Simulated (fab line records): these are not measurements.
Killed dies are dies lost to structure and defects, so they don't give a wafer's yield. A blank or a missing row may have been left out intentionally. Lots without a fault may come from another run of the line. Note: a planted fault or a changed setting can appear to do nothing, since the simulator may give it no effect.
fab line records -- flow sfqLine
record lots=14, wafers=42, lastDay=91
route steps=325 shown R5@213 C5@248 I6@266
lots that met no fault: from a run of the same line without faults
startH: hours from the record's first day to the start of the lot's first wafer shown -- waitH: hours elapsed since this lot's preceding step -- " as in the row above -- L1.1+2: several wafers, shown together as one row -- - value missing, or start not given -- * or withheld: withheld -- < > ~ a bound
route shown NAME@n: a module of which the file shows steps, and the number in the route of the first -- usual: the fault-free wafers' mean and standard deviation -- same: alike in all rows -- chamber/n: place in a boat -- sites: the reading at each site -- _std_site: standard deviation across them -- _edge_site: inner sites' mean taken away from outer sites' mean -- radiusMm: how far each site lies from the wafer's centre -- mask NAME#n: copy n -- behind: the tool/chamber that last shaped the wafer -- hold: what put the lot on hold/how long, in hours/how the hold closed -- device: transistor that didn't switch, given as n, p or np -- end of line: tests run on the same wafers once the route is complete -- where a step has no rows: the recipe by itself -- killed: not the wafer's yield, but the dies lost to structure and defects at the first sort -- map: a wafer's dies, x killed, . not, _ none there
set.NAME: the run value of the setting; set.NAME@STEP: its run value at that earlier step -- model.NAME: the simulator's own value behind a step, which no gauge read
one table for each step of the route and one row for each wafer, over a sample of lots
services: a tool's chamber out of use, with start hour (startH, from the record's first day; less than 0 if before it), hours out, and reason
## steps
# step SFQ_TRILAYER_R5_DEP_SPUTTER_133
# recipe material=MoNx, basePressurePa=1.33e-06, targetThkNm=40, powerW=1000, timeS=66.7, chamberPressurePa=0.4
# usual throttleValvePct=29.9/1.1
lot.wafer,tool,chamber,startH,waitH,throttleValvePct
L485.2,pvdSputter-03,-,1323.08,0.0,29.5
L485.4,pvdSputter-03,-,1323.08,0.0,30.8
L485.5,pvdSputter-03,-,1323.08,0.0,29.6
L486.1,pvdSputter-04,-,1350.94,0.0,30.4
L486.2,pvdSputter-04,-,1350.94,0.0,29.9
L486.3,pvdSputter-04,-,1350.94,0.0,31.5
L487.1,pvdSputter-04,-,1352.74,0.0,30.3
L487.2,pvdSputter-04,-,1352.74,0.0,31.4
L487.3,pvdSputter-04,-,1352.74,0.0,30.4
L488.1,pvdSputter-06,-,1353.94,0.0,28.6
L488.4,pvdSputter-06,-,1353.94,0.0,30.8
L488.5,pvdSputter-06,-,1353.94,0.0,30.7
L489.1,pvdSputter-04,-,1364.66,0.0,29.8
L489.2,pvdSputter-04,-,1364.66,0.0,31.6
L489.6,pvdSputter-04,-,1364.66,0.0,31.2
L490.1,pvdSputter-06,-,1495.93,0.0,30.8
L490.3,pvdSputter-06,-,1495.93,0.0,28.8
L490.4,pvdSputter-06,-,1495.93,0.0,31.1
L492.2,pvdSputter-06,-,1513.93,0.0,28.7
L492.4,pvdSputter-06,-,1513.93,0.0,30.7
L492.5,pvdSputter-06,-,1513.93,0.0,28.7
L493.1,pvdSputter-06,-,1524.72,0.0,28.7
L493.4,pvdSputter-06,-,1524.72,0.0,30.9
L493.6,pvdSputter-06,-,1524.72,0.0,28.5
L494.1,pvdSputter-06,-,1531.93,0.0,28.6
L494.3,pvdSputter-06,-,1531.93,0.0,30.8
L494.5,pvdSputter-06,-,1531.93,0.0,31.0
L497.1,pvdSputter-04,-,1563.67,0.0,30.0
L497.4,pvdSputter-04,-,1563.67,0.0,30.4
L497.6,pvdSputter-04,-,1563.67,0.0,30.4
L498.3,pvdSputter-04,-,1569.67,0.0,30.4
L498.4,pvdSputter-04,-,1569.67,0.0,31.5
L498.6,pvdSputter-04,-,1569.67,0.0,30.8
L499.2,pvdSputter-06,-,1572.68,0.0,30.7
L499.3,pvdSputter-06,-,1572.68,0.0,28.5
L499.5,pvdSputter-06,-,1572.68,0.0,30.9
L505.2,pvdSputter-06,-,1701.87,0.0,28.6
L505.5,pvdSputter-06,-,1701.87,0.0,28.6
L505.6,pvdSputter-06,-,1701.87,0.0,30.9
L507.2,pvdSputter-04,-,1708.47,0.0,31.3
L507.3,pvdSputter-04,-,1708.47,0.0,29.9
L507.5,pvdSputter-04,-,1708.47,0.0,29.7
# step SFQ_TRILAYER_C5_ETCH_VIA_ETCH_154
# recipe target=SiO2, maskMaterial=PR, chemistry=CHF3, targetDepthNm=84, sourceW=500, biasW=80, pressureMtorr=30, timeS=withheld, stopOn=Nb
# usual biasW=80.01/0.25, drypumpMotorCurrentA=5.9/0.34, oesProductAu=0.892/0.0084
lot.wafer,tool,chamber,startH,waitH,biasW,drypumpMotorCurrentA,oesProductAu
L485.2,rieDiel-01,1,1697.77,0.0,79.69,6.1,0.887
L485.4,rieDiel-01,3,1697.77,0.0,79.89,6.2,0.906
L485.5,rieDiel-01,2,1697.77,0.0,79.82,5.9,0.900
L486.1,rieDiel-01,1,1707.39,0.0,80.09,6.1,0.893
L486.2,rieDiel-01,2,1707.39,0.0,80.48,5.9,0.880
L486.3,rieDiel-01,2,1707.39,0.0,80.28,5.9,0.899
L487.1,rieDiel-04,1,1710.97,0.0,79.61,5.9,0.886
L487.2,rieDiel-04,2,1710.97,0.0,79.70,6.0,0.884
L487.3,rieDiel-04,3,1710.97,0.0,80.15,5.4,0.891
L488.1,rieDiel-01,3,1712.17,0.0,80.02,6.1,0.891
L488.4,rieDiel-01,1,1712.17,0.0,79.63,6.1,0.891
L488.5,rieDiel-01,2,1712.17,0.0,79.69,5.9,0.892
L489.1,rieDiel-04,2,1714.57,0.0,79.97,6.0,0.888
L489.2,rieDiel-04,3,1714.57,0.0,80.46,5.3,0.886
L489.6,rieDiel-04,0,1714.57,0.0,79.77,6.0,0.904
L490.1,rieDiel-01,1,1724.17,0.0,80.25,6.1,0.881
L490.3,rieDiel-01,3,1724.17,0.0,80.04,6.1,0.886
L490.4,rieDiel-01,2,1724.17,0.0,79.96,5.9,0.904
L492.2,rieDiel-01,3,1737.25,0.0,80.35,6.2,0.879
L492.4,rieDiel-01,3,1737.25,0.0,80.25,6.1,0.893
L492.5,rieDiel-01,1,1737.25,0.0,80.01,6.1,0.894
L493.1,rieDiel-04,0,1742.05,0.0,80.29,6.0,0.879
L493.4,rieDiel-04,2,1742.05,0.0,80.23,6.0,0.885
L493.6,rieDiel-04,1,1742.05,0.0,80.27,5.9,0.910
L494.1,rieDiel-02,2,1754.05,0.0,80.20,6.5,0.879
L494.3,rieDiel-02,3,1754.05,0.0,79.99,6.0,0.899
L494.5,rieDiel-02,1,1754.05,0.0,79.85,5.7,0.905
L497.1,rieDiel-02,0,1761.38,0.0,79.93,5.1,0.899
L497.4,rieDiel-02,3,1761.38,0.0,80.05,6.0,0.887
L497.6,rieDiel-02,0,1761.38,0.0,80.13,5.1,0.899
L498.3,rieDiel-01,1,1764.98,0.0,80.54,6.1,0.898
L498.4,rieDiel-01,3,1764.98,0.0,80.34,6.1,0.901
L498.6,rieDiel-01,1,1764.98,0.0,80.09,6.1,0.907
L499.2,rieDiel-04,1,1813.98,0.0,79.93,6.0,0.881
L499.3,rieDiel-04,3,1813.98,0.0,80.21,5.3,0.886
L499.5,rieDiel-04,3,1813.98,0.0,79.88,5.4,0.895
L505.2,rieDiel-02,1,1900.10,0.0,79.87,5.7,0.899
L505.5,rieDiel-02,3,1900.10,0.0,80.26,6.1,0.908
L505.6,rieDiel-02,0,1900.10,0.0,80.26,5.1,0.892
L507.2,rieDiel-04,1,1907.40,0.0,79.88,6.0,0.893
L507.3,rieDiel-04,3,1907.40,0.0,80.18,5.4,0.887
L507.5,rieDiel-04,0,1907.40,0.0,79.81,6.0,0.904
# step SFQ_TRILAYER_I6_DEP_PECVD_165
# recipe material=SiO2, tempC=150, timeS=111.11, pressureTorr=2.4, rfW=183.3, precursor=SiH4/N2O, targetThkNm=500
# usual chamberPressureTorr=2.400/0.0058, heaterPowerW=86/15, runLengthS=139.2/0.51, susceptorTempC=150.00/0.16, throttleValvePct=25.1/1.3
lot.wafer,tool,chamber,startH,waitH,chamberPressureTorr,heaterPowerW,runLengthS,susceptorTempC,throttleValvePct
L485.2,pecvd-04,2,1702.16,0.0,2.407,82,138.6,149.77,27.1
L485.4,pecvd-04,1,1702.16,0.0,2.402,97,138.6,149.98,24.7
L485.5,pecvd-04,0,1702.16,0.0,2.404,91,139.5,149.78,26.6
L486.1,pecvd-03,2,1711.79,0.0,2.392,97,140.0,150.27,23.7
L486.2,pecvd-03,0,1711.79,0.0,2.407,95,139.4,150.17,24.1
L486.3,pecvd-03,1,1711.79,0.0,2.400,86,139.1,149.81,23.8
L487.1,pecvd-01,2,1715.34,0.0,2.406,61,139.5,150.03,22.2
L487.2,pecvd-01,0,1715.34,0.0,2.404,101,139.4,150.05,24.3
L487.3,pecvd-01,1,1715.34,0.0,2.402,41,139.8,149.78,24.7
L488.1,pecvd-04,2,1716.80,0.0,2.398,86,138.8,150.12,27.3
L488.4,pecvd-04,2,1716.80,0.0,2.403,86,138.5,150.11,27.2
L488.5,pecvd-04,1,1716.80,0.0,2.398,102,139.2,150.14,25.2
L489.1,pecvd-03,1,1718.94,0.0,2.396,83,139.1,149.80,23.6
L489.2,pecvd-03,2,1718.94,0.0,2.413,99,139.8,149.84,23.8
L489.6,pecvd-03,2,1718.94,0.0,2.409,103,139.5,149.87,23.8
L490.1,pecvd-03,1,1827.40,0.0,2.389,73,139.5,149.96,23.8
L490.3,pecvd-03,0,1827.40,0.0,2.395,89,139.2,150.00,24.2
L490.4,pecvd-03,1,1827.40,0.0,2.394,78,139.6,150.11,23.7
L492.2,pecvd-04,2,1841.80,0.0,2.390,83,138.2,150.03,27.4
L492.4,pecvd-04,1,1841.80,0.0,2.402,102,138.7,149.98,25.0
L492.5,pecvd-04,0,1841.80,0.0,2.400,76,139.6,149.89,26.5
L493.1,pecvd-03,1,1845.58,0.0,2.394,86,139.4,150.07,24.1
L493.4,pecvd-03,1,1845.58,0.0,2.401,70,139.8,149.89,23.8
L493.6,pecvd-03,2,1845.58,0.0,2.402,96,139.5,149.81,24.0
L494.1,pecvd-04,0,1858.60,0.0,2.404,93,140.0,149.77,25.9
L494.3,pecvd-04,1,1858.60,0.0,2.405,97,138.6,150.00,25.0
L494.5,pecvd-04,2,1858.60,0.0,2.410,80,138.8,150.03,27.2
L497.1,pecvd-01,2,1866.59,0.0,2.398,66,139.5,150.01,22.5
L497.4,pecvd-01,1,1866.59,0.0,2.395,46,139.9,149.87,25.2
L497.6,pecvd-01,2,1866.59,0.0,2.410,70,139.1,150.00,22.8
L498.3,pecvd-04,0,1868.99,0.0,2.392,83,139.2,149.95,26.4
L498.4,pecvd-04,1,1868.99,0.0,2.397,106,133.3,-,25.0
L498.6,pecvd-04,0,1868.99,0.0,2.400,86,139.2,149.98,26.2
L499.2,pecvd-04,1,1882.60,0.0,2.404,101,133.6,-,25.1
L499.3,pecvd-04,0,1882.60,0.0,2.402,89,139.1,150.03,26.3
L499.5,pecvd-04,2,1882.60,0.0,2.408,78,139.0,149.89,27.1
L505.2,pecvd-03,0,1907.12,0.0,2.398,97,139.1,149.81,24.4
L505.5,pecvd-03,0,1907.12,0.0,2.408,96,138.7,149.91,24.4
L505.6,pecvd-03,1,1907.12,0.0,2.409,75,139.2,150.08,23.9
L507.2,pecvd-01,0,1913.12,0.0,2.402,97,139.9,149.91,24.9
L507.3,pecvd-01,1,1913.12,0.0,2.405,44,140.5,149.82,25.2
L507.5,pecvd-01,1,1913.12,0.0,2.395,45,140.4,150.09,25.4
# step SFQ_TRILAYER_I6_VIA_BARC_OPEN_VIA_ETCH_235
# recipe maskMaterial=PR, chemistry=O2, targetDepthNm=125, target=BARC, sourceW=500, biasW=80, pressureMtorr=30, timeS=41.7
# usual biasW=80.00/0.24, drypumpMotorCurrentA=5.8/0.42, oesProductAu=0.683/0.0042
lot.wafer,tool,chamber,startH,waitH,biasW,drypumpMotorCurrentA,oesProductAu,rfHoursCounterH
L485.2,rieDiel-02,2,1806.94,0.0,80.27,6.5,0.678,1
L485.4,rieDiel-02,2,1806.94,0.0,80.18,6.5,0.680,-
L485.5,rieDiel-02,0,1806.94,0.0,80.01,5.0,0.687,-
L486.1,rieDiel-02,0,1815.73,0.0,80.09,5.1,0.681,9
L486.2,rieDiel-02,2,1815.73,0.0,80.25,6.5,0.685,1
L486.3,rieDiel-02,1,1815.73,0.0,79.86,5.7,0.675,14
L487.1,rieDiel-03,2,1819.33,0.0,80.31,5.4,0.682,11
L487.2,rieDiel-03,1,1819.33,0.0,79.85,6.0,0.685,15
L487.3,rieDiel-03,0,1819.33,0.0,79.29,6.5,0.689,18
L488.1,rieDiel-04,2,1824.23,0.0,79.82,6.0,0.686,0
L488.4,rieDiel-04,3,1824.23,0.0,80.14,5.4,0.687,3
L488.5,rieDiel-04,0,1824.23,0.0,80.33,6.0,0.684,-
L489.1,rieDiel-02,3,1825.43,0.0,80.11,6.0,0.682,2
L489.2,rieDiel-02,1,1825.43,0.0,80.06,5.7,0.684,14
L489.6,rieDiel-02,0,1825.43,0.0,80.13,5.1,0.680,-
L490.1,rieDiel-04,0,1835.11,0.0,79.78,6.0,0.684,1
L490.3,rieDiel-04,1,1835.11,0.0,79.91,5.9,0.689,12
L490.4,rieDiel-04,1,1835.11,0.0,79.66,6.0,0.681,-
L492.2,rieDiel-04,2,1848.48,0.0,80.59,6.0,0.683,0
L492.4,rieDiel-04,3,1848.48,0.0,79.86,5.4,0.682,3
L492.5,rieDiel-04,2,1848.48,0.0,80.02,6.0,0.681,-
L493.1,rieDiel-02,2,1853.88,0.0,79.83,6.5,0.678,2
L493.4,rieDiel-02,1,1853.88,0.0,80.13,5.7,0.682,14
L493.6,rieDiel-02,1,1853.88,0.0,79.68,5.7,0.681,-
L494.1,rieDiel-04,3,1865.53,0.0,80.07,5.4,0.676,3
L494.3,rieDiel-04,0,1865.53,0.0,80.12,6.0,0.682,2
L494.5,rieDiel-04,3,1865.53,0.0,79.91,5.3,0.690,-
L497.1,rieDiel-04,2,1957.09,0.0,80.28,6.0,0.673,2
L497.4,rieDiel-04,3,1957.09,0.0,79.76,5.3,0.680,4
L497.6,rieDiel-04,3,1957.09,0.0,79.94,5.3,0.686,-
L498.3,rieDiel-03,0,1958.29,0.0,79.99,6.4,0.688,1
L498.4,rieDiel-03,2,1958.29,0.0,79.93,5.4,0.684,-
L498.6,rieDiel-03,0,1958.29,0.0,79.80,6.4,0.692,-
L499.2,rieDiel-04,2,1977.49,0.0,79.84,6.0,0.682,2
L499.3,rieDiel-04,1,1977.49,0.0,80.00,6.0,0.683,14
L499.5,rieDiel-04,1,1977.49,0.0,79.61,5.9,0.687,-
L505.2,rieDiel-03,3,2009.29,0.0,79.96,5.7,0.677,7
L505.5,rieDiel-03,2,2009.29,0.0,79.97,5.4,0.689,-
L505.6,rieDiel-03,3,2009.29,0.0,79.78,5.8,0.682,-
L507.2,rieDiel-04,3,2012.89,0.0,80.40,5.4,0.676,5
L507.3,rieDiel-04,2,2012.89,0.0,80.28,6.0,0.682,3
L507.5,rieDiel-04,0,2012.89,0.0,79.74,6.0,0.678,-
## services
tool,chamber,startH,hours,kind
rieDiel-02,-,1305.52,14.6,pm
rieDiel-02,-,1331.60,2.8,pm
rieDiel-04,1,1357.19,13.2,repair
pvdSputter-06,-,1414.23,2.0,repair
rieDiel-02,-,1422.12,1.4,repair
rieDiel-04,-,1448.18,2.8,pm
rieDiel-02,3,1451.22,22.2,repair
rieDiel-04,1,1466.90,16.5,repair
rieDiel-04,2,1468.75,5.7,repair
pvdSputter-06,-,1480.29,2.4,repair
pvdSputter-06,-,1582.76,1.0,repair
pvdSputter-06,-,1588.39,4.7,repair
rieDiel-04,-,1601.24,0.9,repair
rieDiel-02,0,1641.40,5.8,repair
pvdSputter-06,-,1643.38,11.8,repair
pvdSputter-06,-,1684.69,0.7,repair
rieDiel-02,-,1769.83,0.1,repair
rieDiel-04,2,1780.92,6.9,repair
rieDiel-04,0,1828.87,4.4,repair
rieDiel-04,3,1834.04,7.3,repair
rieDiel-04,1,1860.71,6.5,repair
rieDiel-04,3,1908.10,6.1,repair
rieDiel-04,2,1912.14,6.4,repair
rieDiel-04,2,1967.27,5.6,repair
## key
firstSign step=SFQ_TRILAYER_I6_DEP_PECVD_165, reading=runLengthS, direction=down, sigmas=11, usual=*, struck=*
effect none on later readings
metAt SFQ_TRILAYER_I6_DEP_PECVD_165
struckLots L498,L499
struckWafers L498.4,L499.2
notActingAt SFQ_TRILAYER_R5_DEP_SPUTTER_133,SFQ_TRILAYER_C5_ETCH_VIA_ETCH_154,SFQ_TRILAYER_I6_VIA_BARC_OPEN_VIA_ETCH_235
onsetBetween 1858.60 1868.99
fault kind=processParameterDrift, tool=pecvd-04, chamber=1, onsetH=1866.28, steps=SFQ_TRILAYER_I6_DEP_PECVD_165, channel=timeS, offset=*, shape=step, endH=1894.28, actsIn=*, stated=*
